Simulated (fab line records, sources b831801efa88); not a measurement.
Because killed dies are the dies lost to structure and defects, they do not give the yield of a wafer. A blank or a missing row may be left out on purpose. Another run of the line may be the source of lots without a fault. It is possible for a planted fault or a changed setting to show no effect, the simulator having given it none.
fab line records	flow sky130
record lots=13	wafers=39	last-day=50
route steps=708 shown RES_XHIGH@340 SD_N@348 PAD_OPEN@708
lots untouched by any fault: they come from a run of this same line in which no faults occurred
start-h: start of the lot's first displayed wafer, in hours after the record's first day	wait-h: hours elapsed since this lot's preceding step	" same as the row above	L1.1+2: one row covering several wafers at once	- no value, or no start given	* or withheld: withheld	< > ~ a bound
route shown NAME@n: names a module that has steps shown in the file, with the first one's number in the route	usual: average and standard deviation across the fault-free wafers	same: alike in all rows	chamber/n: place in a boat	sites: readings site by site	_std_site: standard deviation of those values	_edge_site: mean of outer sites minus mean of inner sites	radius-mm: how far each site lies from the wafer's centre	mask NAME#n: copy n	behind: the last tool/chamber to shape the wafer	hold: what put the lot on hold/how long, in hours/how the hold closed	device: which transistor (n, p or np) failed to switch	end of line: the tests these same wafers got at the end of their route	a step given without rows: its recipe and nothing more	killed: dies lost to structure and defects at the first sort, not the wafer's yield	map: the dies of a wafer, with x for killed, . for not killed, _ for no die there
set.NAME: the setting as run; set.NAME@STEP: as run at that earlier step	model.NAME: the simulator's own value behind a step, which no gauge read
the route's steps for a sample of lots (tables are steps, rows are wafers)
services: a tool's chamber out of use, with start hour (start-h, from the record's first day; less than 0 if before it), hours out, and reason
## steps
# step SKY_RES_XHIGH_STRIP_08
# recipe chemistry=O2/N2	power-w=1400	pressure-mtorr=1500	platen-temp-c=withheld	o2-flow-sccm=3000	n2-flow-sccm=300	overash-fraction=0.5
# usual drypump-motor-current-A=5.5/0.39	oes-product-au=0.711/0.0044	strip-time-to-endpoint-s=14.29/0.04
# same overash-fraction=0.5
lot.wafer	tool	chamber	start-h	wait-h	drypump-motor-current-A	oes-product-au	rf-hours-counter-h	strip-time-to-endpoint-s
L114.2	plasma-asher-02	1	614.85	0.1	4.9	0.707	20	14.34
L114.3	"	1	"	"	4.9	0.711	-	14.28
L114.6	"	1	"	"	4.9	0.713	-	14.35
L115.1	plasma-asher-02	1	617.36	0.1	4.9	0.713	21	14.28
L115.3	"	0	"	"	5.5	0.709	-	14.27
L115.4	"	1	"	"	4.9	0.712	-	14.21
L116.1	plasma-asher-03	0	620.52	0.1	5.5	0.711	84	14.37
L116.2	"	1	"	"	5.2	0.710	84	14.33
L116.5	"	0	"	"	5.6	0.713	-	14.34
L117.3	plasma-asher-03	1	644.20	0.1	5.2	0.715	-	14.37
L117.4	"	0	"	"	5.5	0.714	-	14.27
L117.5	"	0	"	"	5.6	0.707	-	14.31
L118.1	plasma-asher-03	1	661.86	0.1	5.3	0.714	88	14.27
L118.2	"	0	"	"	5.5	0.707	88	14.29
L118.5	"	1	"	"	5.3	0.712	-	14.23
L120.1	plasma-asher-03	0	727.80	0.1	5.5	0.724	94	14.33
L120.4	"	1	"	"	5.3	0.715	-	14.30
L120.6	"	0	"	"	5.6	0.716	-	14.32
L121.1	plasma-asher-03	1	728.70	0.1	5.3	0.720	94	14.21
L121.2	"	0	"	"	5.6	0.709	94	14.23
L121.4	"	0	"	"	5.5	0.711	-	14.25
L130.2	plasma-asher-02	1	747.22	0.1	4.9	0.707	34	14.29
L130.4	"	1	"	"	4.9	0.712	-	14.24
L130.6	"	0	"	"	5.5	0.709	-	14.30
L131.1	plasma-asher-02	1	748.05	0.1	4.9	0.710	34	14.30
L131.3	"	1	"	"	4.9	0.714	-	14.27
L131.5	"	1	"	"	4.9	0.706	-	14.35
L132.2	plasma-asher-04	0	752.97	0.1	5.9	0.718	97	14.25
L132.4	"	1	"	"	6.2	0.699	-	14.23
L132.5	"	0	"	"	5.9	0.708	-	14.24
L133.1	plasma-asher-03	1	766.57	0.1	5.3	0.711	2	14.31
L133.2	"	0	"	"	5.5	0.708	2	14.26
L133.3	"	0	"	"	5.5	0.712	-	14.29
L136.1	plasma-asher-04	1	812.01	0.1	6.2	0.720	103	14.35
L136.3	"	0	"	"	5.9	0.713	-	14.36
L136.5	"	0	"	"	5.9	0.709	-	14.35
L137.1	plasma-asher-02	1	813.11	0.1	4.9	0.708	41	14.32
L137.3	"	0	"	"	5.5	0.711	-	14.29
L137.4	"	1	"	"	4.9	0.713	-	14.32
# step SKY_SD_N_DEVELOP_06
# recipe resist=NOVOLAK	developer=TMAH	develop-time-s=60	dev-temp-c=23
# usual developer-temp-C=22.99/0.1
lot.wafer	tool	chamber	start-h	wait-h	developer-temp-C
L114.2	litho-track-04	0	643.69	0.1	22.99
L114.3	"	0	"	"	23.09
L114.6	"	0	"	"	23.19
L115.1	litho-track-04	0	646.31	0.1	22.92
L115.3	"	0	"	"	23.05
L115.4	"	0	"	"	22.99
L116.1	litho-track-02	0	649.04	0.1	23.00
L116.2	"	0	"	"	23.00
L116.5	"	0	"	"	22.91
L117.3	litho-track-04	0	672.51	0.1	22.93
L117.4	"	0	"	"	22.92
L117.5	"	0	"	"	22.89
L118.1	litho-track-03	0	689.77	0.1	22.91
L118.2	"	0	"	"	23.12
L118.5	"	0	"	"	22.96
L120.1	litho-track-02	0	754.34	0.1	23.09
L120.4	"	0	"	"	23.04
L120.6	"	0	"	"	23.23
L121.1	litho-track-04	0	755.56	0.1	22.00
L121.2	"	0	"	"	22.07
L121.4	"	0	"	"	22.00
L130.2	litho-track-04	0	773.74	0.1	22.00
L130.4	"	0	"	"	22.14
L130.6	"	0	"	"	22.05
L131.1	litho-track-03	0	774.62	0.1	23.04
L131.3	"	0	"	"	23.00
L131.5	"	0	"	"	22.87
L132.2	litho-track-02	0	778.81	0.1	22.96
L132.4	"	0	"	"	22.93
L132.5	"	0	"	"	22.95
L133.1	litho-track-03	0	793.47	0.1	23.09
L133.2	"	0	"	"	23.07
L133.3	"	0	"	"	23.08
L136.1	litho-track-03	0	838.37	0.1	23.09
L136.3	"	0	"	"	22.98
L136.5	"	0	"	"	23.05
L137.1	litho-track-03	0	839.27	0.1	22.91
L137.3	"	0	"	"	23.00
L137.4	"	0	"	"	23.15
# step SKY_SD_N_OVL_MEAS_08
# usual SD_N_OVL=-0.2/1.5
lot.wafer	tool	chamber	start-h	wait-h	SD_N_OVL[nm]
L114.2	overlay-02	-	643.94	0.1	0.3
L114.3	"	-	"	"	0.3
L114.6	"	-	"	"	-0.5
L115.1	overlay-02	-	646.58	0.1	-2.4
L115.3	"	-	"	"	-0.1
L115.4	"	-	"	"	-1.0
L116.1	overlay-01	-	649.31	0.1	2.7
L116.2	"	-	"	"	1.6
L116.5	"	-	"	"	2.1
L117.3	overlay-01	-	672.74	0.1	-1.0
L117.4	"	-	"	"	-1.3
L117.5	"	-	"	"	-0.4
L118.1	overlay-01	-	690.04	0.1	-2.8
L118.2	"	-	"	"	-4.0
L118.5	"	-	"	"	-2.3
L120.1	overlay-01	-	754.61	0.1	-2.0
L120.4	"	-	"	"	-1.6
L120.6	"	-	"	"	-1.5
L121.1	overlay-01	-	755.83	0.1	0.0
L121.2	"	-	"	"	1.3
L121.4	"	-	"	"	1.5
L130.2	overlay-02	-	773.99	0.1	-2.0
L130.4	"	-	"	"	0.4
L130.6	"	-	"	"	1.2
L131.1	overlay-01	-	774.89	0.1	-0.7
L131.3	"	-	"	"	-0.1
L131.5	"	-	"	"	-1.2
L132.2	overlay-01	-	779.06	0.1	0.9
L132.4	"	-	"	"	0.2
L132.5	"	-	"	"	-0.4
L133.1	overlay-02	-	793.74	0.1	0.9
L133.2	"	-	"	"	0.4
L133.3	"	-	"	"	0.5
L136.1	overlay-02	-	838.64	0.1	1.9
L136.3	"	-	"	"	0.4
L136.5	"	-	"	"	0.2
L137.1	overlay-01	-	839.54	0.1	-0.2
L137.3	"	-	"	"	-1.1
L137.4	"	-	"	"	-1.3
# step SKY_SD_N_STRIP_11
# recipe chemistry=O2/N2	power-w=1400	pressure-mtorr=1500	platen-temp-c=withheld	o2-flow-sccm=3000	n2-flow-sccm=300	overash-fraction=0.5
# usual drypump-motor-current-A=5.28/0.25	oes-product-au=0.528/0.0044	strip-time-to-endpoint-s=22.54/0.042
# same overash-fraction=0.5
lot.wafer	tool	chamber	start-h	wait-h	drypump-motor-current-A	oes-product-au	rf-hours-counter-h	strip-time-to-endpoint-s
L114.2	plasma-asher-01	1	644.27	0.1	4.95	0.527	52	22.69
L114.3	"	1	"	"	4.98	0.530	-	22.65
L114.6	"	1	"	"	4.94	0.535	-	22.62
L115.1	plasma-asher-01	0	646.92	0.1	5.53	0.523	53	22.48
L115.3	"	0	"	"	5.52	0.524	-	22.52
L115.4	"	1	"	"	4.97	0.526	-	22.55
L116.1	plasma-asher-02	0	649.64	0.1	5.51	0.524	24	22.56
L116.2	"	1	"	"	4.91	0.521	24	22.60
L116.5	"	1	"	"	4.94	0.527	-	22.57
L117.3	plasma-asher-01	0	673.10	0.1	5.53	0.535	-	22.48
L117.4	"	1	"	"	5.00	0.531	-	22.53
L117.5	"	0	"	"	5.53	0.527	-	22.49
L118.1	plasma-asher-01	0	690.37	0.1	5.49	0.522	57	22.48
L118.2	"	1	"	"	4.97	0.530	57	22.47
L118.5	"	0	"	"	5.51	0.525	-	22.53
L120.1	plasma-asher-03	1	754.94	0.1	5.28	0.526	1	22.58
L120.4	"	1	"	"	5.27	0.524	-	22.59
L120.6	"	1	"	"	5.27	0.528	-	22.56
L121.1	plasma-asher-01	0	756.17	0.1	5.55	0.527	63	22.58
L121.2	"	1	"	"	4.99	0.530	63	22.55
L121.4	"	1	"	"	4.99	0.539	-	22.50
L130.2	plasma-asher-01	0	774.32	0.1	5.50	0.534	65	22.50
L130.4	"	1	"	"	4.99	0.524	-	22.52
L130.6	"	0	"	"	5.46	0.528	-	22.53
L131.1	plasma-asher-02	0	775.22	0.1	5.51	0.530	37	22.53
L131.3	"	0	"	"	5.52	0.526	-	22.56
L131.5	"	1	"	"	4.93	0.524	-	22.59
L132.2	plasma-asher-01	1	779.39	0.1	5.00	0.527	65	22.57
L132.4	"	1	"	"	4.98	0.526	-	22.59
L132.5	"	0	"	"	5.46	0.520	-	22.58
L133.1	plasma-asher-03	1	794.07	0.1	5.27	0.528	5	22.61
L133.2	"	0	"	"	5.53	0.531	5	22.58
L133.3	"	0	"	"	5.54	0.523	-	22.56
L136.1	plasma-asher-02	0	838.97	0.1	5.52	0.529	43	22.52
L136.3	"	0	"	"	5.53	0.531	-	22.54
L136.5	"	0	"	"	5.52	0.527	-	22.54
L137.1	plasma-asher-01	0	839.87	0.1	5.54	0.531	72	22.53
L137.3	"	0	"	"	5.49	0.525	-	22.50
L137.4	"	1	"	"	4.94	0.523	-	22.50
# step SKY_PAD_OPEN_PROBE_99
# usual killed_at_M0_to_M3=43/7.3	killed_at_M4_up=3.5/2.2	killed-at-contacts=24/5.3	killed-at-front-end=15/4.2	killed-at-other=0.3/0.67	killed-dies=86/9.8	killed-open=47/7.2	killed-short=39/6.5
# same gross-dies=492	killed-at-back-side=0
lot.wafer	tool	chamber	start-h	wait-h	killed_at_M0_to_M3	killed_at_M4_up	killed-at-contacts	killed-at-front-end	killed-at-other	killed-dies	killed-open	killed-short
L115.1	prober-02	-	1077.02	0.1	43	7	31	13	0	94	48	42
L115.3	prober-02	-	1077.12	0.2	42	5	16	20	0	83	45	38
L115.4	prober-02	-	1077.17	0.2	31	4	21	14	1	71	32	39
L116.1	prober-01	-	1077.17	0.1	44	4	17	19	2	86	45	39
L116.2	prober-01	-	1077.22	0.1	47	6	17	14	0	84	36	48
L116.5	prober-01	-	1077.37	0.2	46	7	30	21	0	104	53	51
L130.2	prober-01	-	1168.45	0.1	48	4	31	12	0	95	56	37
L130.4	prober-01	-	1168.55	0.2	51	2	20	13	0	86	48	38
L130.6	prober-01	-	1168.65	0.2	54	5	23	13	0	95	50	44
# killed by level:class
L115.1 VIA1:geometric-particle:open=13 LOCAL_INTERCONNECT:geometric-particle:short=7 METAL1:geometric-particle:short=7 CONTACT:geometric-particle:open=6 LI_CONTACT:geometric-particle:open=6 VIA2:geometric-particle:open=6 LI_CONTACT:geometric-particle:short=5 CONTACT:geometric-particle:short=4
L115.3 VIA2:geometric-particle:open=9 VIA1:geometric-particle:open=8 LI_CONTACT:geometric-particle:open=6 METAL2:geometric-particle:short=6 FIELD_ISO:geometric-particle:open=5 CONTACT:geometric-particle:open=5 METAL1:geometric-particle:short=5 METAL4:geometric-particle:short=5
L115.4 LI_CONTACT:geometric-particle:open=7 METAL1:geometric-particle:short=6 VIA3:geometric-particle:open=6 METAL2:geometric-particle:short=6 POLY_GATE:geometric-particle:short=5 LOCAL_INTERCONNECT:geometric-particle:short=5 VIA1:geometric-particle:open=5 POLY_GATE:geometric-particle:open=4
L116.1 VIA1:geometric-particle:open=9 METAL1:geometric-particle:short=7 POLY_GATE:geometric-particle:short=6 LI_CONTACT:geometric-particle:open=6 VIA2:geometric-particle:open=6 VIA2:geometric-particle:short=6 FIELD_ISO:geometric-particle:short=5 FIELD_ISO:geometric-particle:open=5
L116.2 METAL2:geometric-particle:short=8 LI_CONTACT:geometric-particle:open=6 METAL1:geometric-particle:short=6 VIA1:geometric-particle:short=6 VIA2:geometric-particle:open=6 VIA1:geometric-particle:open=5 METAL4:geometric-particle:short=4 LOCAL_INTERCONNECT:geometric-particle:short=4
L116.5 CONTACT:geometric-particle:open=10 VIA3:geometric-particle:open=10 VIA1:geometric-particle:open=8 LI_CONTACT:geometric-particle:open=7 FIELD_ISO:geometric-particle:short=6 METAL4:geometric-particle:short=6 POLY_GATE:geometric-particle:open=5 CONTACT:geometric-particle:short=5
L130.2 VIA1:geometric-particle:open=14 VIA2:geometric-particle:open=11 CONTACT:geometric-particle:open=11 LI_CONTACT:geometric-particle:open=9 METAL1:geometric-particle:short=8 CONTACT:geometric-particle:short=7 VIA3:geometric-particle:open=4 VIA3:geometric-particle:short=4
L130.4 VIA1:geometric-particle:open=16 CONTACT:geometric-particle:open=9 VIA3:geometric-particle:open=8 VIA2:geometric-particle:open=8 VIA1:geometric-particle:short=5 POLY_GATE:geometric-particle:short=4 METAL1:geometric-particle:short=4 METAL2:geometric-particle:short=4
L130.6 VIA1:geometric-particle:open=12 CONTACT:geometric-particle:open=9 LI_CONTACT:geometric-particle:open=7 METAL1:geometric-particle:short=7 VIA3:geometric-particle:open=7 METAL2:geometric-particle:short=6 VIA1:geometric-particle:short=6 VIA2:geometric-particle:open=6
## services
tool	chamber	start-h	hours	kind
plasma-asher-01	-	592.95	2.8	pm
plasma-asher-04	-	686.57	4.2	repair
plasma-asher-03	-	733.80	9.0	pm
plasma-asher-03	0	733.80	9.0	vent-cycle
plasma-asher-03	1	733.80	9.0	vent-cycle
litho-track-02	-	742.72	-	consumable-replace:filter
plasma-asher-03	0	742.80	-	clean
plasma-asher-03	1	742.80	-	clean
litho-track-03	-	747.15	-	consumable-replace:filter
plasma-asher-01	-	764.31	3.1	repair
plasma-asher-03	-	833.43	8.4	repair
## key
first-sign step=SKY_SD_N_DEVELOP_06	reading=developer-temp-C	direction=down	sigmas=9	usual=*	struck=*
effect none on later readings
met-at SKY_SD_N_DEVELOP_06
struck-lots L121,L130
tester-left-out L121,L130
not-acting-at SKY_RES_XHIGH_STRIP_08,SKY_SD_N_OVL_MEAS_08,SKY_SD_N_STRIP_11
onset-between 672.51 755.56
fault kind=process-parameter-drift	tool=litho-track-04	chamber=-	onset-h=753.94	steps=SKY_SD_N_DEVELOP_06	channel=dev-temp-c	offset=*	shape=step	end-h=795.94	acts-in=*	stated=*
# tester-left-out: of these lots the tester's yield and bins aren't shown, on N5 and GAA mostly nor the transistor test; their killed dies are dies lost to structure and defects alone, not to doping, threshold or leakage, so they don't give the yield
